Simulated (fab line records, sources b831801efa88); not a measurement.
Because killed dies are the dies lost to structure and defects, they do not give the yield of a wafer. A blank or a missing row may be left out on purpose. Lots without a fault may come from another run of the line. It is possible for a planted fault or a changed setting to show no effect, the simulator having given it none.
Which tool was responsible?	flow sky130	12 lots with 36 wafers sampled at 4 steps, on a route of 708 steps

== WHAT THE GAUGES SHOWED, per wafer ==
SKY_FIELD_ISO_BOW_MEAS_00.
lot	measured	on	INCOMING_BOW (um)
L973	day 1 10:01	filmMetro-04	-2 -9 -8
L974	day 1 15:00	filmMetro-02	1 -5 8
L975	day 1 20:01	filmMetro-02	-1 -5 4
L976	day 2 01:00	filmMetro-02	-6 7 10
L983	day 3 12:02	filmMetro-03	-24 10 0
L986	day 4 03:00	filmMetro-04	2 18 0
L987	day 4 08:01	filmMetro-03	-10 3 1
L988	day 4 13:04	filmMetro-04	1 -13 0
L990	day 4 23:02	filmMetro-03	-5 1 3
L991	day 5 04:01	filmMetro-04	-9 12 0
L993	day 5 14:00	filmMetro-02	-1 -2 -5
L995	day 6 00:02	filmMetro-04	1 2 4

SKY_NWELL_OVL_MEAS_23.
lot	measured	on	NWELL_01_OVL (nm)
L973	day 5 08:23	overlay-01	2.0 2.6 3.1
L974	day 5 14:26	overlay-02	0.2 0.3 -0.2
L975	day 6 03:07	overlay-02	1.4 1.6 -0.4
L976	day 6 05:19	overlay-01	1.3 0.8 0.0
L983	day 7 20:58	overlay-01	-0.3 0.3 -1.0
L986	day 8 15:56	overlay-01	-1.5 -2.5 -0.7
L987	day 9 00:14	overlay-02	-1.2 0.2 -0.7
L988	day 9 14:17	overlay-02	0.4 1.5 1.6
L990	day 9 16:43	overlay-02	0.0 1.7 0.5
L991	day 10 00:01	overlay-02	2.7 2.4 0.8
L993	day 10 12:19	overlay-01	0.3 -1.5 2.1
L995	day 10 18:50	overlay-02	-0.1 1.0 0.6

SKY_VT_ADJUST_LVTN_TW_MEAS_10.
lot	measured	on	VT_ADJUST_LVTN_TW
L973	day 6 21:22	filmMetro-01	244.3 244.5 244.5
L974	day 7 04:32	filmMetro-04	294.6 293.5 294.3
L975	day 7 18:56	filmMetro-01	296.8 297.7 295.8
L976	day 7 21:36	filmMetro-02	240.4 241.0 241.0
L983	day 9 16:47	filmMetro-04	292.9 294.3 294.5
L986	day 10 12:19	filmMetro-02	239.1 240.4 240.4
L987	day 10 21:28	filmMetro-01	243.7 244.2 244.6
L988	day 11 12:26	filmMetro-01	242.4 243.3 242.8
L990	day 11 15:37	filmMetro-01	242.6 243.2 242.4
L991	day 11 23:11	filmMetro-01	242.1 243.4 242.2
L993	day 12 12:30	filmMetro-04	241.0 241.5 239.5
L995	day 12 19:17	filmMetro-01	243.3 242.4 243.9

== EACH LOT AND THE TOOL THAT RAN IT (in order: tool; ch and the chambers of the sampled wafers; start) ==
lot	SKY_VT_ADJUST_LVTN_IMPLANT_08
L973	implanter-02 ch 0, day 6 21:08
L974	implanter-01 ch 0, day 7 03:58
L975	implanter-03 ch 0, day 7 18:14
L976	implanter-03 ch 0, day 7 21:21
L983	implanter-03 ch 0, day 9 16:15
L986	implanter-02 ch 0, day 10 12:04
L987	implanter-02 ch 0, day 10 21:13
L988	implanter-01 ch 0, day 11 12:14
L990	implanter-02 ch 0, day 11 15:24
L991	implanter-02 ch 0, day 11 22:56
L993	implanter-03 ch 0, day 12 12:15
L995	implanter-02 ch 0, day 12 19:04
- SKY_VT_ADJUST_LVTN_IMPLANT_08

== WHAT THE TOOLS THEMSELVES READ (means of the sampled wafers that have a number; where no wafer has one, the mark that the record gives instead) ==
SKY_VT_ADJUST_LVTN_IMPLANT_08.
lot	tool	doseIonsCm2
L973	implanter-02	1.5707e+12
L974	implanter-01	1.5699e+12
L975	implanter-03	1.5701e+12
L976	implanter-03	1.5692e+12
L983	implanter-03	1.5690e+12
L986	implanter-02	1.5691e+12
L987	implanter-02	1.5709e+12
L988	implanter-01	1.5733e+12
L990	implanter-02	1.5709e+12
L991	implanter-02	1.5684e+12
L993	implanter-03	1.5712e+12
L995	implanter-02	1.5724e+12

== THE ANSWER, worked out from the rows above alone ==
Rule: the usual values come from the lots themselves. Put in order of their means at a reading, lots are off if they are a third of the lots or fewer, leave a main group of 4 or more, and stand apart from it by a gap of 3 or more times the standard deviation of the main group's means; of several such gaps the widest counts. If all means in a main group match to the digits the tables above print for the reading, that group is not used. Also off: a lot with no number at a reading for which 4 or more lots have one. All remaining lots with rows at the step are treated as sound. After the gauges, taken in route order, come the tools' own readings; for these a lot's mean is taken, as printed above. At the first step where some lot is off, the reading lying furthest off is the one used; lots without a number count as furthest.
Off: at SKY_VT_ADJUST_LVTN_TW_MEAS_10 (VT_ADJUST_LVTN_TW), L974, L975, L983. For the main group the mean is 242.4 and the standard deviation 1.5.
A tool fits if, at a process step before that reading, it ran every lot that is off, and no sound lot after the first of them. The gauges at SKY_VT_ADJUST_LVTN_TW_MEAS_10 are tried like those tools. None of those tried fits.

== WHAT THE SIMULATOR PUT IN ==
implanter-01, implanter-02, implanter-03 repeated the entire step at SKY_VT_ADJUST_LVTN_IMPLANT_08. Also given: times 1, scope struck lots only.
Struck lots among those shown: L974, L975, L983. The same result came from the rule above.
